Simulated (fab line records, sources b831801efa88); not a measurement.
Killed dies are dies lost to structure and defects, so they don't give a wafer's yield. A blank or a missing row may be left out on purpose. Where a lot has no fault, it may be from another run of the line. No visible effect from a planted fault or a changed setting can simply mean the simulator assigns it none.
Which tool is to blame?    flow sky130    11 lots, 33 wafers sampled, at 6 steps of a route of 708

== WHAT EACH GAUGE READ, for each wafer ==
SKY_SD_P_CD_MEAS_07: the cd target is 380 nm. Usual: cdNm reads 380.4 nm (standard deviation 2.5).
lot   measured      on        cdNm (nm)          flag
L779  day 26 23:02  cdSem-02  381.3 382.4 381.8  
L781  day 28 00:13  cdSem-01  380.7 379.6 380.3  
L782  day 28 12:56  cdSem-01  382.3 380.8 384.1  
L786  day 29 12:11  cdSem-01  376.4 378.4 376.8  
L787  day 29 19:13  cdSem-02  382.5 381.3 384.8  
L789  day 30 12:53  cdSem-02  381.5 383.6 381.0  
L792  day 31 13:50  cdSem-02  379.5 379.1 378.9  
L793  day 31 16:11  cdSem-02  381.1 380.2 379.9  
L794  day 32 02:28  cdSem-01  375.3 376.5 375.4  
L796  day 32 21:26  cdSem-02  384.2 384.0 382.9  
L798  day 33 19:56  cdSem-01  382.0 378.5 380.6  

SKY_SD_N_RS_MEAS_16: a four-point-probe measurement. Usual: SD_N_RS typically reads 68.47 ohm/sq, with standard deviation 0.1.
lot   measured      on            SD_N_RS (ohm/sq)   flag
L779  day 29 09:13  filmMetro-02  68.49 68.28 68.56  
L781  day 30 10:16  filmMetro-02  68.25 68.43 68.43  
L782  day 30 21:52  filmMetro-02  68.55 68.41 68.45  
L786  day 31 20:08  filmMetro-02  68.44 68.46 68.53  
L787  day 32 03:36  filmMetro-03  68.51 68.40 68.50  
L789  day 32 19:44  filmMetro-03  68.54 68.58 68.66  
L792  day 33 19:59  filmMetro-03  68.49 68.38 68.63  
L793  day 33 22:04  filmMetro-02  66.74 66.78 66.72  OFF
L794  day 34 08:49  filmMetro-02  66.86 67.05 66.71  OFF
L796  day 35 02:59  filmMetro-02  68.57 68.50 68.55  
L798  day 36 01:08  filmMetro-01  68.44 68.54 68.60  

== TOOL THAT RAN EACH LOT (tool first, then ch and the chambers of the sampled wafers, then the start) ==
lot   SKY_LDD_LDN_STRIP_12                 SKY_RES_XHIGH_STRIP_08               SKY_SD_N_IMPLANT_09              SKY_SD_N_STRIP_11
L779  plasmaAsher-04 ch 0,1, day 24 08:59  plasmaAsher-02 ch 0,1, day 28 03:51  implanter-02 ch 0, day 29 08:32  plasmaAsher-03 ch 0,1, day 29 08:50
L781  plasmaAsher-02 ch 0,1, day 25 12:01  plasmaAsher-04 ch 0,1, day 29 05:05  implanter-01 ch 0, day 30 09:35  plasmaAsher-03 ch 0,1, day 30 09:52
L782  plasmaAsher-02 ch 0,1, day 25 22:38  plasmaAsher-02 ch 0, day 29 17:23    implanter-01 ch 0, day 30 21:11  plasmaAsher-04 ch 0,1, day 30 21:29
L786  plasmaAsher-04 ch 0,1, day 26 23:13  plasmaAsher-04 ch 0,1, day 30 16:05  implanter-01 ch 0, day 31 19:28  plasmaAsher-02 ch 0,1, day 31 19:46
L787  plasmaAsher-04 ch 1, day 27 06:26    plasmaAsher-01 ch 0,1, day 30 23:38  implanter-01 ch 0, day 32 02:55  plasmaAsher-03 ch 1, day 32 03:12
L789  plasmaAsher-04 ch 1, day 28 02:43    plasmaAsher-02 ch 0,1, day 31 16:35  implanter-01 ch 0, day 32 19:04  plasmaAsher-02 ch 0,1, day 32 19:22
L792  plasmaAsher-02 ch 0, day 29 01:13    plasmaAsher-01 ch 0,1, day 32 16:45  implanter-01 ch 0, day 33 19:19  plasmaAsher-02 ch 0,1, day 33 19:37
L793  plasmaAsher-04 ch 0,1, day 29 06:16  plasmaAsher-04 ch 0,1, day 32 18:47  implanter-01 ch 0, day 33 21:24  plasmaAsher-04 ch 0,1, day 33 21:41
L794  plasmaAsher-04 ch 0,1, day 29 15:04  plasmaAsher-04 ch 0,1, day 33 05:20  implanter-01 ch 0, day 34 08:09  plasmaAsher-02 ch 0,1, day 34 08:26
L796  plasmaAsher-02 ch 0,1, day 30 12:38  plasmaAsher-02 ch 1, day 34 00:24    implanter-04 ch 0, day 35 02:18  plasmaAsher-03 ch 0,1, day 35 02:36
L798  plasmaAsher-02 ch 0,1, day 31 12:06  plasmaAsher-01 ch 0,1, day 34 21:55  implanter-04 ch 0, day 36 00:28  plasmaAsher-02 ch 0,1, day 36 00:44
- SKY_LDD_LDN_STRIP_12: strips in O2/N2.
- SKY_RES_XHIGH_STRIP_08: strips in O2/N2.
- SKY_SD_N_IMPLANT_09
- SKY_SD_N_STRIP_11: strips in O2/N2.

== WHAT THE TOOLS THEMSELVES READ (means of the sampled wafers that have a number; where no wafer has one, the mark that the record gives instead) ==
SKY_LDD_LDN_STRIP_12. Usual: drypumpMotorCurrentA 6.13 A, standard deviation 0.17; oesProductAu 0.716 a.u., standard deviation 0.0048; stripTimeToEndpointS 14.19 s, standard deviation 0.04.
lot   tool            drypumpMotorCurrentA (A)  oesProductAu (a.u.)  stripTimeToEndpointS (s)  flag
L779  plasmaAsher-04  6.20                      0.717                14.14                     
L781  plasmaAsher-02  6.24                      0.713                14.18                     
L782  plasmaAsher-02  6.27                      0.717                14.16                     
L786  plasmaAsher-04  6.18                      0.720                14.23                     
L787  plasmaAsher-04  6.11                      0.715                14.14                     
L789  plasmaAsher-04  6.11                      0.717                14.25                     
L792  plasmaAsher-02  6.10                      0.718                14.19                     
L793  plasmaAsher-04  6.14                      0.716                14.17                     
L794  plasmaAsher-04  6.19                      0.711                14.18                     
L796  plasmaAsher-02  6.16                      0.718                14.17                     
L798  plasmaAsher-02  6.13                      0.713                14.18                     

SKY_RES_XHIGH_STRIP_08. Usual: drypumpMotorCurrentA 5.98 A, standard deviation 0.29; oesProductAu 0.711 a.u., standard deviation 0.005; stripTimeToEndpointS 14.28 s, standard deviation 0.037.
lot   tool            drypumpMotorCurrentA (A)  oesProductAu (a.u.)  stripTimeToEndpointS (s)  flag
L779  plasmaAsher-02  6.17                      0.705                14.28                     
L781  plasmaAsher-04  6.15                      0.709                14.30                     
L782  plasmaAsher-02  6.07                      0.715                14.32                     
L786  plasmaAsher-04  6.13                      0.709                14.29                     
L787  plasmaAsher-01  5.71                      0.710                14.22                     
L789  plasmaAsher-02  6.22                      0.712                14.30                     
L792  plasmaAsher-01  5.63                      0.712                14.27                     
L793  plasmaAsher-04  6.14                      0.707                14.27                     
L794  plasmaAsher-04  6.17                      0.706                14.34                     
L796  plasmaAsher-02  6.33                      0.717                14.30                     
L798  plasmaAsher-01  5.58                      0.711                14.28                     

SKY_SD_N_IMPLANT_09. Usual: beamEnergyKeV reads 50.000 (standard deviation 0.017).
lot   tool          beamEnergyKeV  flag
L779  implanter-02  49.981         
L781  implanter-01  49.997         
L782  implanter-01  50.011         
L786  implanter-01  50.016         
L787  implanter-01  50.004         
L789  implanter-01  49.984         
L792  implanter-01  50.015         
L793  implanter-01  52.327         OFF
L794  implanter-01  52.325         OFF
L796  implanter-04  49.988         
L798  implanter-04  50.012         

SKY_SD_N_STRIP_11. Usual: drypumpMotorCurrentA 6.13 A, standard deviation 0.19; oesProductAu 0.528 a.u., standard deviation 0.0046; stripTimeToEndpointS 22.56 s, standard deviation 0.043.
lot   tool            drypumpMotorCurrentA (A)  oesProductAu (a.u.)  stripTimeToEndpointS (s)  flag
L779  plasmaAsher-03  5.86                      0.526                22.49                     
L781  plasmaAsher-03  6.04                      0.526                22.55                     
L782  plasmaAsher-04  6.19                      0.528                22.56                     
L786  plasmaAsher-02  6.26                      0.531                22.50                     
L787  plasmaAsher-03  6.18                      0.526                22.57                     
L789  plasmaAsher-02  6.14                      0.526                22.55                     
L792  plasmaAsher-02  6.16                      0.529                22.57                     
L793  plasmaAsher-04  6.18                      0.525                22.97                     OFF
L794  plasmaAsher-02  6.26                      0.519                22.98                     OFF
L796  plasmaAsher-03  6.03                      0.528                22.58                     
L798  plasmaAsher-02  6.23                      0.533                22.55                     

== THE ANSWER, worked out from the rows above alone ==
Rule: take the mean of a lot's wafers that have a number; if it is more than 3 standard deviations from the usual mean, the lot is off. Also off: a lot with no number at a reading for which 4 or more lots have one. Any other lot the step has rows for is counted as sound. Order of review: gauges by route order, followed by the tools' own readings, for which a lot's mean as printed above is used. The first step at which some lot is off is used, and at that step the reading that is off furthest; a lot without a number counts as furthest.
Off: L793, L794, at SKY_SD_N_RS_MEAS_16 (SD_N_RS).
If a tool, at a process step before that reading, ran all the lots that are off and no sound lot after the first of them, it fits. The gauges at SKY_SD_N_RS_MEAS_16 aren't tried: what is off there is off at SKY_SD_N_IMPLANT_09 too, on other tools, and a gauge's error can't cause that. Undecided on this evidence; 2 tools fit (plasmaAsher-04 at SKY_LDD_LDN_STRIP_12 and SKY_RES_XHIGH_STRIP_08, implanter-01 at SKY_SD_N_IMPLANT_09).

== WHAT WAS PUT IN BY THE SIMULATOR ==
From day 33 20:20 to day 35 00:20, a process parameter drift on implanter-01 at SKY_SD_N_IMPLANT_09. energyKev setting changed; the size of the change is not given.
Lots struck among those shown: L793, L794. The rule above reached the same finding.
